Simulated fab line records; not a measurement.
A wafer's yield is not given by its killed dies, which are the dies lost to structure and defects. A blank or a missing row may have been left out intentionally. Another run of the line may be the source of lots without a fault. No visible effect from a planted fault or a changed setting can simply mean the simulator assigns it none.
Struck lot and sound lot, side by side ; flow sky130 ; 44 steps out of a route of 708
Sound: wafers L994.1, L994.2, L994.3. Struck: wafer L105.1 (left out: L105.4, L105.6 of the same lot, which were not struck); the cause appears at the end.
Each step with rows lists, per side, the tool, then ch with its chambers, then its first start. Under that, the readings that differ: sound wafers ; struck wafers ; difference of the means ; sigmas: that difference in standard deviations of wafers without a fault.
alike: readings with means less than 2 such deviations apart, plus words and numbers identical on both sides. not compared: withheld readings, readings lacking a value on some wafer, bounds such as >300 that could conceal the same value, and numbers that have no deviation in the record and whose values overlap.
A row with sigmas, a row that says differs or no value, or rows on one side alone: a step with any of these is where the two part. Numbers that don't overlap but have no deviation are shown without sigmas and don't part them. A reading that every wafer of one side lacks parts them only if that side has two wafers or more.

first, 2 steps without rows for these wafers: SKY_VIA2_CLEAN_18 (cleans in IPA, time 180 s); SKY_VIA2_CLEAN_19 (cleans in O3/DIW).
SKY_VIA2_SPUTTER_20: material TiN, target thk 20 nm, time 80 s.
  struck on pvdSputter-01, day 39 20:41; sound on pvdSputter-01, day 36 09:59
  alike: cathodeDcPowerW, throttleValvePct
SKY_VIA2_CVD_21: deposits W, target thk 420 nm, time 126.4 s.
  sound on cvdW-02 ch 0,1, day 36 10:02; struck on cvdW-01 ch 1, day 39 20:45
  alike: heaterPowerW
  not compared: sinceWetCleanH
SKY_VIA2_RS_MEAS_22: the measuring method here is four-point-probe.
  struck on filmMetro-02, day 39 20:53; sound on filmMetro-01, day 36 10:10
  alike: VIA2_W_RS
SKY_VIA2_THK_MEAS_23: measures by xrf.
  struck on filmMetro-02, day 39 21:00; sound on filmMetro-01, day 36 10:17
  alike: VIA2_W_THK
then, 2 steps without rows for these wafers: SKY_VIA2_CMP_24 (polishes, stops on SiO2, t overpolish 20 s, target thk 0 nm); SKY_METAL3_SPUTTER_00 (material Ti, target thk 15 nm, time 10 s).
SKY_METAL3_SPUTTER_01: material TiN, target thk 20 nm, time 16.7 s.
  struck on pvdSputter-03, day 39 21:23; sound on pvdSputter-03, day 36 10:40
  alike: cathodeDcPowerW, throttleValvePct
then, 3 steps without rows for these wafers: SKY_METAL3_SPUTTER_02 (material AlCu, target thk 735 nm, time 39.1 s); SKY_METAL3_SPUTTER_03 (material Ti, target thk 5 nm, time 3.3 s); SKY_METAL3_SPUTTER_04 (material TiN, target thk 70 nm, time 58.3 s).
SKY_CAPM_CVD_00: deposits SiO2, target thk 15.5 nm.
  sound on pecvd-01 ch 0,1,2, day 36 10:49; struck on pecvd-01 ch 1, day 39 21:31
reading;sound;struck;difference;sigmas
model.SiO2_of_CAPM_CVD_00.thkNm (nm);15.16 15.25 15.13;26.47;+11.29;
  alike: heaterPowerW
SKY_CAPM_THK_MEAS_01:
  struck on filmMetro-02, day 39 21:32; sound on filmMetro-04, day 36 10:50
reading;sound;struck;difference;sigmas
CAPM_CVD_00_THK (nm);15.15 15.26 15.12;26.46;+11.28;+51
SKY_CAPM_SPUTTER_02: material TiN, target thk 200 nm, time 166.7 s.
  struck on pvdSputter-01, day 39 21:36; sound on pvdSputter-01, day 36 10:53
  alike: cathodeDcPowerW, substrateTempC, throttleValvePct
SKY_CAPM_RS_MEAS_03: the measuring method here is four-point-probe.
  struck on filmMetro-03, day 39 21:43; sound on filmMetro-02, day 36 11:00
  alike: CAPM_TIN_RS
SKY_CAPM_THK_MEAS_04: measures by xrf.
  struck on filmMetro-03, day 39 21:50; sound on filmMetro-02, day 36 11:07
  alike: CAPM_TIN_THK
then, 7 steps without rows for these wafers: SKY_CAPM_DEHYDRATE_05 (time 60 s); SKY_CAPM_HMDS_06 (prime time 60 s); SKY_CAPM_COAT_07 (resist thk 1140 nm); SKY_CAPM_SOFTBAKE_08 (time 60 s); SKY_CAPM_EXPOSE_09 (exposes mask CAPM, target cd 1000 nm); SKY_CAPM_PEB_10; SKY_CAPM_DEVELOP_11 (develop time 60 s).
SKY_CAPM_OVL_MEAS_12:
  struck on overlay-02, day 40 22:16; sound on overlay-02, day 37 13:06
  alike: CAPM_OVL
then, 13 steps without rows for these wafers: SKY_CAPM_METAL_ETCH_13 (etches TiN in Cl2/BCl3, stops on SiO2, target depth 220 nm, time 62.9 s); SKY_CAPM_STRIP_14 (strips in O2/N2); SKY_CAPM_STRIP_15 (strips in post etch residue remover, time 1200 s); SKY_CAPM_CLEAN_16 (cleans in IPA, time 180 s); SKY_CAPM_CLEAN_17 (cleans in O3/DIW); SKY_METAL3_DEHYDRATE_05 (time 60 s); SKY_METAL3_HMDS_06 (prime time 60 s); SKY_METAL3_COAT_07 (resist thk 60 nm); SKY_METAL3_COAT_08 (resist thk 1140 nm); SKY_METAL3_SOFTBAKE_09 (time 90 s); SKY_METAL3_EXPOSE_10 (exposes mask MM3, target cd 300 nm); SKY_METAL3_PEB_11; SKY_METAL3_DEVELOP_12 (develop time 60 s).
SKY_METAL3_CD_MEAS_13: the cd target is 300 nm.
  struck on cdSem-01, day 41 23:25; sound on cdSem-01, day 38 15:01
  alike: cdNm
SKY_METAL3_OVL_MEAS_14:
  struck on overlay-01, day 41 23:32; sound on overlay-02, day 38 15:08
  alike: METAL3_OVL
SKY_METAL3_DESCUM_15: chemistry O2, time 8 s.
  sound on rieMetal-02 ch 0,1, day 38 15:11; struck on rieMetal-01 ch 1, day 41 23:35
  alike: drypumpMotorCurrentA, oesProductAu
  not compared: rfHoursCounterH
then, 1 step without rows for these wafers: SKY_METAL3_ETCH_16 (etches BARC in N2/H2, stops on SiO2, time 88.2 s, target depth 60 nm).
SKY_METAL3_ETCH_17: etches SiO2 in C4F8/O2/Ar, stops on TiN, time 3.9 s, target depth 15 nm.
  sound on rieDiel-03 ch 0,1,3, day 38 15:19; struck on rieDiel-03 ch 0, day 41 23:50
reading;sound;struck;difference;sigmas
oesProductAu (a.u.);0.746 0.748 0.739;0.982;+0.238;+33
model.etch.depthNm (nm);15.16 15.25 15.13;24.88;+9.70;
  not compared: rfHoursCounterH
-- the record jumps here: 7 days lie between the struck wafers' starts before and after (it left off in module METAL3 and takes up again in module PAD_OPEN, whose first step shown is number 708 of the route) --
SKY_PAD_OPEN_PROBE_99:
  struck on prober-01, day 48 16:46; sound on prober-02, day 45 21:56
reading;sound;struck;difference;sigmas
model.etest.tester.sortNPass;391 398 403;0;-397;
model.etest.tester.sortYieldPct (%);79.47 80.89 81.91;0;-81;
model.etest.tester.sort_bin_3_pct (%);0.6098 0.813 1.016;82.47;+81.66;
model.etest.capOno.short;0 0 0;1;+1;
model.etest.diodeNdiffPwell.overLimit;0 0 0;1;+1;
model.etest.pfet_01v8_hvt.overLimit;0 0 0;1;+1;
model.etest.diodeNwellSub.overLimit;0 0 0;1;+1;
model.etest.diodeDnwellSub.overLimit;0 0 0;1;+1;
  alike: defectLimitedYield, killed_at_M0_to_M3, killed_at_M4_up, killedAtContacts, killedAtFrontEnd, killedAtOther, killedDies, killedOpen, killedShort

== WHERE THEY PART ==
Last at SKY_METAL3_ETCH_17 as far as this record goes, first at SKY_CAPM_THK_MEAS_01. Later steps at which nothing parts them and some readings are alike: SKY_PAD_OPEN_PROBE_99.

WHY: whatever the simulator had introduced
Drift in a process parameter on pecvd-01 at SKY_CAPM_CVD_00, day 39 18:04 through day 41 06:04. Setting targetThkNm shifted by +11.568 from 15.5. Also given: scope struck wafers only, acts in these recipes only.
